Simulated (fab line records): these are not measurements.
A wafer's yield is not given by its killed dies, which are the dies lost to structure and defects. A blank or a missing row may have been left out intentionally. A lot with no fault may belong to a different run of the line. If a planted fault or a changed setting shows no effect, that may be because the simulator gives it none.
Which tool did it? | flow gf180mcu | Sampling: 14 lots, 42 wafers, 4 of 602 route steps

WHAT EACH GAUGE READ, for each wafer
GF_V4_BOW_MEAS_05.
lot  | measured     | on            | V4_BOW (um)
L675 | day 23 21:26 | film-metro-04 | 135 127 138
L676 | day 24 03:37 | film-metro-01 | 134 138 130
L677 | day 24 13:32 | film-metro-02 | 141 139 142
L679 | day 25 06:43 | film-metro-02 | 138 127 123
L680 | day 25 15:58 | film-metro-02 | 129 129 122
L681 | day 25 22:45 | film-metro-01 | 137 135 132
L683 | day 26 13:12 | film-metro-04 | 133 128 131
L685 | day 27 07:40 | film-metro-01 | 161 150 163
L686 | day 27 13:23 | film-metro-01 | 121 136 137
L687 | day 28 00:45 | film-metro-02 | 138 152 145
L692 | day 29 08:23 | film-metro-02 | 142 122 126
L694 | day 29 22:45 | film-metro-04 | 116 125 109
L696 | day 30 07:49 | film-metro-04 | 146 148 145
L697 | day 30 16:32 | film-metro-01 | 139 131 143

GF_V5_CD_MEAS_14: the cd target is 260 nm.
lot  | measured     | on        | cd-nm (nm)
L675 | day 27 14:58 | cd-sem-02 | 260.7 260.3 258.9
L676 | day 27 18:38 | cd-sem-02 | 262.6 261.7 261.2
L677 | day 28 03:25 | cd-sem-01 | 260.8 259.8 261.1
L679 | day 28 18:58 | cd-sem-02 | 262.2 260.4 261.9
L680 | day 29 03:58 | cd-sem-01 | 259.0 259.0 260.2
L681 | day 29 10:25 | cd-sem-02 | 258.9 259.0 259.6
L683 | day 29 22:40 | cd-sem-02 | 258.7 259.5 258.5
L685 | day 30 16:32 | cd-sem-02 | 259.1 259.0 259.9
L686 | day 30 20:23 | cd-sem-02 | 258.5 258.2 257.6
L687 | day 31 06:28 | cd-sem-02 | 288.7 288.1 287.7
L692 | day 32 11:53 | cd-sem-02 | 284.1 283.3 283.4
L694 | day 32 23:10 | cd-sem-02 | 260.7 261.4 260.5
L696 | day 33 07:35 | cd-sem-01 | 260.5 260.0 260.1
L697 | day 33 15:07 | cd-sem-02 | 260.6 259.4 259.5

WHICH TOOL RAN EACH LOT (tool, then ch and the chambers of the sampled wafers, then the start)
lot  | GF_MIM_SPUTTER_04            | GF_V5_EXPOSE_11
L675 | pvd-sputter-01, day 24 21:42 | krf-scanner-02 ch 0, day 27 05:04
L676 | pvd-sputter-01, day 25 03:02 | krf-scanner-02 ch 0, day 27 09:04
L677 | pvd-sputter-01, day 25 13:04 | krf-scanner-01 ch 0, day 27 17:26
L679 | pvd-sputter-04, day 26 05:13 | krf-scanner-01 ch 0, day 28 09:39
L680 | pvd-sputter-01, day 26 15:02 | krf-scanner-01 ch 0, day 28 18:25
L681 | pvd-sputter-01, day 26 21:33 | krf-scanner-02 ch 0, day 29 01:23
L683 | pvd-sputter-03, day 27 11:44 | krf-scanner-02 ch 0, day 29 13:37
L685 | pvd-sputter-04, day 28 04:52 | krf-scanner-01 ch 0, day 30 07:32
L686 | pvd-sputter-01, day 28 11:04 | krf-scanner-01 ch 0, day 30 12:05
L687 | pvd-sputter-04, day 28 21:28 | krf-scanner-02 ch 0, day 30 21:53
L692 | pvd-sputter-03, day 30 05:07 | krf-scanner-02 ch 0, day 32 03:55
L694 | pvd-sputter-04, day 30 18:34 | krf-scanner-01 ch 0, day 32 14:58
L696 | pvd-sputter-03, day 31 03:15 | krf-scanner-01 ch 0, day 32 23:36
L697 | pvd-sputter-04, day 31 11:39 | krf-scanner-01 ch 0, day 33 07:22
- GF_MIM_SPUTTER_04: material TiN, target thk 50 nm, time 41.7 s.
- GF_V5_EXPOSE_11: exposes mask Via5, target cd 260 nm.

WHAT THE TOOLS THEMSELVES READ (means of the sampled wafers that have a number; where no wafer has one, the mark that the record gives instead)
GF_MIM_SPUTTER_04.
lot  | tool           | chamber-pressure-pa (Pa) | throttle-valve-pct (%)
L675 | pvd-sputter-01 | 0.4010                   | 30.0
L676 | pvd-sputter-01 | 0.4005                   | 30.0
L677 | pvd-sputter-01 | 0.4003                   | 29.7
L679 | pvd-sputter-04 | 0.4004                   | 30.5
L680 | pvd-sputter-01 | 0.4007                   | 30.4
L681 | pvd-sputter-01 | 0.4003                   | 29.3
L683 | pvd-sputter-03 | 0.4002                   | 29.4
L685 | pvd-sputter-04 | 0.4003                   | 30.5
L686 | pvd-sputter-01 | 0.4002                   | 29.4
L687 | pvd-sputter-04 | 0.3998                   | 30.4
L692 | pvd-sputter-03 | 0.3998                   | 28.6
L694 | pvd-sputter-04 | 0.3990                   | 30.4
L696 | pvd-sputter-03 | 0.4004                   | 28.3
L697 | pvd-sputter-04 | 0.4000                   | 30.6

GF_V5_EXPOSE_11.
lot  | tool           | exposure-dose-mJ-cm2
L675 | krf-scanner-02 | 37.94
L676 | krf-scanner-02 | 37.93
L677 | krf-scanner-01 | 37.96
L679 | krf-scanner-01 | 37.95
L680 | krf-scanner-01 | 37.92
L681 | krf-scanner-02 | 37.86
L683 | krf-scanner-02 | 37.89
L685 | krf-scanner-01 | 37.92
L686 | krf-scanner-01 | 37.95
L687 | krf-scanner-02 | 45.65
L692 | krf-scanner-02 | 44.13
L694 | krf-scanner-01 | 37.92
L696 | krf-scanner-01 | 37.90
L697 | krf-scanner-01 | 37.93

THE ANSWER, worked out from the rows above alone
Rule: the lots themselves supply what counts as usual. Put in order of their means at a reading, lots are off if they are a third of the lots or fewer, leave a main group of 4 or more, and stand apart from it by a gap of 3 or more times the standard deviation of the main group's means; of several such gaps the widest counts. If all means in a main group match to the digits the tables above print for the reading, that group is not used. Also off: a lot with no number at a reading for which 4 or more lots have one. Any other lot the step has rows for is counted as sound. After the gauges, taken in route order, come the tools' own readings; for these a lot's mean is taken, as printed above. The first step at which some lot is off is used, and at that step the reading that is off furthest; a lot without a number counts as furthest.
Off: L687, L692 (GF_V5_CD_MEAS_14, cd-nm). Main group: mean 260.0 nm, sd 1.
If a tool, at a process step before that reading, ran all the lots that are off and no sound lot after the first of them, it fits. The gauges at GF_V5_CD_MEAS_14 aren't tried: what is off there is off at GF_V5_EXPOSE_11 too, on other tools, and a gauge's error can't cause that. One fits: GF_V5_EXPOSE_11 on krf-scanner-02. A fault onset in the window from L683 (day 29 13:37, its last sound lot) to L687 (day 30 21:53, its first lot off) fits.
On the lots that are off, the tool's own readings at GF_V5_EXPOSE_11 differ by more than 5 times the standard deviation of the sound lots' means, which bears it out; exposure-dose-mJ-cm2 reads 44.89 there versus 37.92 on the sound lots.

WHAT THE SIMULATOR HAD PUT IN
Process parameter drift: krf-scanner-02, from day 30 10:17 on, at GF_V5_EXPOSE_11. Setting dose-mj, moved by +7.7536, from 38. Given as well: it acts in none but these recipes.
Shown lots that were struck: L687, L692. Same finding as the rule above.
